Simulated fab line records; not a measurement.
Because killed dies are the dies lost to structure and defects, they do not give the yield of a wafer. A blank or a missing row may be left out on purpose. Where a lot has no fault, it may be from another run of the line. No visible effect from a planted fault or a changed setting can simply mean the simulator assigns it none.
The same fault as seen by 2 desks || flow gf180mcu || every desk sees just its own numbers, and what lay behind them comes last

== AT THE METROLOGY DESK ==
What the gauges read for every lot (on any tool): the sampled wafers with a number, averaged. A lot is out of limits, marked OUT, if its mean lies more than 4 standard deviations from the usual mean; the brackets give that distance.
Columns: A = VT_IMPLANT_OVL at GF_VT_IMPLANT_OVL_MEAS_07, usual 0.6 nm; B = VT_IMPLANT_2_TW at GF_VT_IMPLANT_TW_MEAS_21, usual 1218; C = VT_IMPLANT_3_TW at GF_VT_IMPLANT_TW_MEAS_32, usual 273
{"lot": "L845", "first seen here": "day 6 02:13", "A": 0.4, "B": 1236, "C": 279}
{"lot": "L846", "first seen here": "day 6 10:08", "A": 1.1, "B": 1238, "C": 271}
{"lot": "L847", "first seen here": "day 6 14:53", "A": 0.5, "B": 1209, "C": 270}
{"lot": "L850", "first seen here": "day 7 10:44", "A": 1.2, "B": 1202, "C": 270}
{"lot": "L858", "first seen here": "day 9 12:56", "A": 1.1, "B": 1212, "C": 279}
{"lot": "L856", "first seen here": "day 9 16:55", "A": "-", "B": 1269, "C": "579 (+96) OUT"}
{"lot": "L859", "first seen here": "day 9 17:01", "A": 0.5, "B": 1219, "C": 272}
{"lot": "L857", "first seen here": "day 10 01:34", "A": "-", "B": 1241, "C": "578 (+95) OUT"}
{"lot": "L861", "first seen here": "day 10 05:47", "A": 0.2, "B": 1216, "C": 270}
{"lot": "L862", "first seen here": "day 10 13:46", "A": 0.6, "B": 1212, "C": 277}
{"lot": "L866", "first seen here": "day 11 11:49", "A": 1.0, "B": 1208, "C": 270}
This desk reports L856, L857 out of limits; the earliest was L856 at day 10 10:59 (VT_IMPLANT_3_TW at GF_VT_IMPLANT_TW_MEAS_32). L845, L846, L847, L850, L858, L859, L861, L862, L866 stayed within limits.

== TOOL OWNER'S DESK, litho_track-02 ==
The tool's own readings at GF_VT_IMPLANT_COAT_02 (resist thk 1000 nm): means of the sampled wafers that have a number, for each lot that ran on this tool. A lot is out of limits, marked OUT, if its mean lies more than 4 standard deviations from the usual mean; the brackets give that distance.
Columns: A = chill_plate_temp_C at GF_VT_IMPLANT_COAT_02, usual 23.00 C; B = dispense_pressure_kPa at GF_VT_IMPLANT_COAT_02, usual 53 kPa
{"lot": "L847", "first seen here": "day 6 07:15", "A": 23.04, "B": 59}
{"lot": "L861", "first seen here": "day 9 20:39", "A": 23.00, "B": 59}
{"lot": "L862", "first seen here": "day 10 04:56", "A": 22.93, "B": 59}
{"lot": "L866", "first seen here": "day 11 02:45", "A": 23.10, "B": 59}
This desk found nothing out of limits on any of the 4 lots.

== BROUGHT TOGETHER ==
L856, L857 would have let the metrology desk raise an alarm at day 10 10:59.
The desk of the tool owner found nothing out of limits.
The tool owner's desk has no number on record for L856, L857.
On litho_track-02, each named lot ran GF_VT_IMPLANT_COAT_02.

== WHAT THE SIMULATOR HAD INSERTED ==
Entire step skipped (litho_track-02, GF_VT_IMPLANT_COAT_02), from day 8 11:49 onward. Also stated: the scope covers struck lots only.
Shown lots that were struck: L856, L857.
Time in hours between the start of the fault and the first out-of-limits reading at each desk: metrology desk, 47.
